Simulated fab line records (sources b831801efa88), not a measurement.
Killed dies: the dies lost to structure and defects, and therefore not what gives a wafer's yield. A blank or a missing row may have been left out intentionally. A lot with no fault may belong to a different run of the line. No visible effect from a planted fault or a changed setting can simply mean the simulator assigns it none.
Split-lot experiment    flow sky130    on a route of 708 steps: 5 lots, 23 wafers read

== ABOUT THE SPLIT ==
At SKY_FIELD_ISO_OXIDATION_01 (stabilise 600 s, purge 300 s, target thk 12 nm), the setting temp_c was moved away from the recipe's 900 C on 20 of the 23 wafers read, by -2.6% to +1.4%. This setting was run at the recipe's value on the other wafers.

The file shows no step between the split and the reading.

== THE READING ==
Values of FIELD_ISO_OXIDATION_00_THK in nm from SKY_FIELD_ISO_THK_MEAS_02. Fault-free wafers of this fab line usually give 11.65 nm, standard deviation 0.18 nm.

wafer   tool, chamber at the split  temp_c as run, C  against the recipe  FIELD_ISO_OXIDATION_00_THK, nm  against lot-mates on the recipe
L075.1  -, -                        884.1             -1.8%               9.90                            no lot-mate on the recipe
L075.2  -, -                        884.1             -1.8%               9.65                            no lot-mate on the recipe
L075.3  -, -                        884.1             -1.8%               9.74                            no lot-mate on the recipe
L075.4  -, -                        884.1             -1.8%               9.63                            no lot-mate on the recipe
L075.6  -, -                        884.1             -1.8%               9.55                            no lot-mate on the recipe
L078.1  -, -                        913               +1.4%               13.15                           no lot-mate on the recipe
L078.2  -, -                        913               +1.4%               13.44                           no lot-mate on the recipe
L078.3  -, -                        913               +1.4%               13.35                           no lot-mate on the recipe
L078.4  -, -                        913               +1.4%               13.35                           no lot-mate on the recipe
L078.6  -, -                        913               +1.4%               13.26                           no lot-mate on the recipe
L079.2  -, -                        876.2             -2.6%               8.80                            no lot-mate on the recipe
L079.3  -, -                        876.2             -2.6%               8.84                            no lot-mate on the recipe
L079.4  -, -                        876.2             -2.6%               8.73                            no lot-mate on the recipe
L079.5  -, -                        876.2             -2.6%               8.63                            no lot-mate on the recipe
L079.6  -, -                        876.2             -2.6%               8.54                            no lot-mate on the recipe
L080.1  furnace-01, 0               900               recipe              11.48                           -
L080.5  furnace-01, 0               900               recipe              11.59                           -
L080.6  furnace-01, 0               900               recipe              11.31                           -
L081.1  -, -                        880               -2.2%               9.37                            no lot-mate on the recipe
L081.2  -, -                        880               -2.2%               9.47                            no lot-mate on the recipe
L081.4  -, -                        880               -2.2%               9.70                            no lot-mate on the recipe
L081.5  -, -                        880               -2.2%               9.40                            no lot-mate on the recipe
L081.6  -, -                        880               -2.2%               9.35                            no lot-mate on the recipe

THE FIT
A straight line over all 23 wafers: FIELD_ISO_OXIDATION_00_THK changes by +1.09 nm for each +1% of temp_c; r = +0.99; the points scatter about the line by 0.19 nm.
Too few moved wafers with a lot-mate on the recipe to fit a line net of each lot's own level.

== THE WHOLE CHAIN: every reading that the file lists as answering this split, in the file's order ==
step                        what it does                                    reading                                                                                 change (the file's fit)               r (the file's)
SKY_FIELD_ISO_OXIDATION_01  stabilise 600 s, purge 300 s, target thk 12 nm  SiO2_of_FIELD_ISO_OXIDATION_01.thk_nm (the simulator's own value, which no gauge read)  +1.08 nm for each +1% of the setting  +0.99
SKY_FIELD_ISO_THK_MEAS_02                                                   FIELD_ISO_OXIDATION_00_THK                                                              +1.09 for each +1% of the setting     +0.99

== FILE'S OWN FIT ==
FIELD_ISO_OXIDATION_00_THK changes by +1.09 nm for each +1% of temp_c, r = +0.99.
